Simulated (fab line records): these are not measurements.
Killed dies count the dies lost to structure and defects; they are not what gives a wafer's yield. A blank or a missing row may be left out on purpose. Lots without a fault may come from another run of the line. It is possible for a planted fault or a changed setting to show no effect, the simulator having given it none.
What tool caused it?    flow sfq_line    14 lots, 40 wafers sampled, at 2 steps of a route of 325

## WHAT EACH GAUGE READ, for each wafer
SFQ_M0_RS_MEAS_904: measurement is done with a four-point probe. Usual: for M0_NB_RS the level is 0.888 ohm/sq and the standard deviation is 0.0093.
lot   measured     on             M0_NB_RS (ohm/sq)  flag
L659  day 4 20:41  film_metro-04  0.899 0.897 0.905  
L660  day 5 00:53  film_metro-03  0.873 0.896 0.883  
L661  day 5 09:19  film_metro-02  0.866 0.870 0.888  
L662  day 5 15:17  film_metro-02  0.900 0.874 0.897  
L663  day 5 20:07  film_metro-03  0.880 0.873 0.881  
L664  day 6 04:02  film_metro-03  0.879 0.881 0.877  
L665  day 6 08:51  film_metro-03  0.886 0.892 0.903  
L666  day 6 12:27  film_metro-02  0.891 0.886 0.885  
L667  day 6 17:14  film_metro-02  0.897 0.874 0.883  
L668  day 6 20:52  film_metro-02  0.885 0.887 0.899  
L669  day 7 05:13  film_metro-04  0.697 0.891        OFF
L670  day 7 11:10  film_metro-02  0.692 0.877        OFF
L679  day 9 05:09  film_metro-02  0.881 0.878 0.894  
L681  day 9 13:32  film_metro-04  0.918 0.913 0.900  

## WHICH TOOL RAN EACH LOT (tool, then ch and the chambers of the sampled wafers, then the start)
lot   SFQ_TRILAYER_M0_DEP_SPUTTER_019
L659  pvd_sputter-06, day 4 20:35
L660  pvd_sputter-05, day 5 00:47
L661  pvd_sputter-06, day 5 09:11
L662  pvd_sputter-06, day 5 15:11
L663  pvd_sputter-04, day 5 20:01
L664  pvd_sputter-04, day 6 03:56
L665  pvd_sputter-04, day 6 08:44
L666  pvd_sputter-04, day 6 12:20
L667  pvd_sputter-05, day 6 17:08
L668  pvd_sputter-05, day 6 20:46
L669  pvd_sputter-05, day 7 05:08
L670  pvd_sputter-05, day 7 10:58
L679  pvd_sputter-06, day 9 05:02
L681  pvd_sputter-06, day 9 13:26
- SFQ_TRILAYER_M0_DEP_SPUTTER_019: material Nb, target thk 200 nm, time 133.3 s.

## AS READ BY THE TOOLS THEMSELVES (means over the sampled wafers that have a number; for cases with no such wafer, the mark the record gives instead)
SFQ_TRILAYER_M0_DEP_SPUTTER_019. Usual: throttle_valve_pct 29.0 %, standard deviation 1.
lot   tool            throttle_valve_pct (%)  flag
L659  pvd_sputter-06  29.7                    
L660  pvd_sputter-05  28.6                    
L661  pvd_sputter-06  29.6                    
L662  pvd_sputter-06  29.5                    
L663  pvd_sputter-04  29.5                    
L664  pvd_sputter-04  29.6                    
L665  pvd_sputter-04  29.7                    
L666  pvd_sputter-04  29.8                    
L667  pvd_sputter-05  27.7                    
L668  pvd_sputter-05  27.6                    
L669  pvd_sputter-05  29.0                    
L670  pvd_sputter-05  28.4                    
L679  pvd_sputter-06  30.0                    
L681  pvd_sputter-06  29.5                    

## THE ANSWER, worked out from the rows above alone
Rule: a lot counts as off when the mean over its wafers that have a number is more than 3 standard deviations away from the usual mean. A lot without any number at a reading at which 4 lots or more have one is off too. Where the step has rows for the other lots, those lots are counted as sound. First the gauges in route order, then the tools' own readings, where a lot's mean is used as printed above. The first step at which some lot is off is used, and at that step the reading that is off furthest; a lot without a number counts as furthest.
Off: at SFQ_M0_RS_MEAS_904 (M0_NB_RS), L669, L670.
A tool fits if, at a process step before that reading, it ran every lot that is off, and no sound lot after the first of them. The gauges at SFQ_M0_RS_MEAS_904 are tried like those tools. One candidate fits, namely pvd_sputter-05 at SFQ_TRILAYER_M0_DEP_SPUTTER_019. A fault onset in the window from L668 (day 6 20:46, its last sound lot) to L669 (day 7 05:08, its first lot off) fits.

## WHAT THE SIMULATOR HAD PUT IN
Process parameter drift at SFQ_TRILAYER_M0_DEP_SPUTTER_019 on pvd_sputter-05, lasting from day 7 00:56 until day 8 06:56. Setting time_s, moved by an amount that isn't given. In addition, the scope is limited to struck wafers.
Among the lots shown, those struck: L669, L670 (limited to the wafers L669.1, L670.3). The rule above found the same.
